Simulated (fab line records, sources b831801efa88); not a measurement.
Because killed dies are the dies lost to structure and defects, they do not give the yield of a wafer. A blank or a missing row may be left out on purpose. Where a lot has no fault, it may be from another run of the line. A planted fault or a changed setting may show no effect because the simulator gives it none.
Matching of chambers :: flow gf180mcu :: GF_PASSIVATION_CVD_02 on pecvd-03 has 3 sister chambers
The step deposits Si3N4, target thk 700 nm, time 486.18 s. 3 wafers are shown with their chamber, then 7 later ones without.

== WAFERS, EACH WITH ITS CHAMBER ==
wafer: L352.5
chamber: 0
heaterPowerW (W): 689

wafer: L351.2
chamber: 1
heaterPowerW (W): 923

wafer: L351.5
chamber: 2
heaterPowerW (W): 709

== WAFERS WHOSE CHAMBER IS MISSING ==
wafer: L351.6
heaterPowerW (W): 736

wafer: L362.1
heaterPowerW (W): 663

wafer: L362.2
heaterPowerW (W): 867

wafer: L362.6
heaterPowerW (W): 898

wafer: L364.1
heaterPowerW (W): 750

wafer: L364.4
heaterPowerW (W): 806

wafer: L364.5
heaterPowerW (W): 700

== EACH ONE'S CHAMBER ==
wafer: L351.6
from the rows above: can't be placed: 2 or 0
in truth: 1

wafer: L362.1
from the rows above: can't be placed: 0 or 2
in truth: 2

wafer: L362.2
from the rows above: 1
in truth: 1

wafer: L362.6
from the rows above: 1
in truth: 1

wafer: L364.1
from the rows above: can't be placed: 2 or 0
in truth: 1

wafer: L364.4
from the rows above: can't be placed: 2 or 0 or 1
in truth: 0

wafer: L364.5
from the rows above: can't be placed: 2 or 0
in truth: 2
Correctly placed: 2 of 7. These rows do not allow placing 5 (true chamber among the candidates in 3). Placed wrongly: 0.
How it was worked out, from the rows above alone: a wafer's distance from a chamber is the root of the sum, over the readings, of the square of ((its reading less the chamber's mean) divided by the reading's scatter). The wafer belongs to the nearest chamber; if the next one is less than 2 further off, it can't be placed. The mean given for a chamber averages the wafers shown for that chamber. The scatter: root of mean squared gap, hidden wafer to nearest shown wafer, with one shown wafer a chamber.
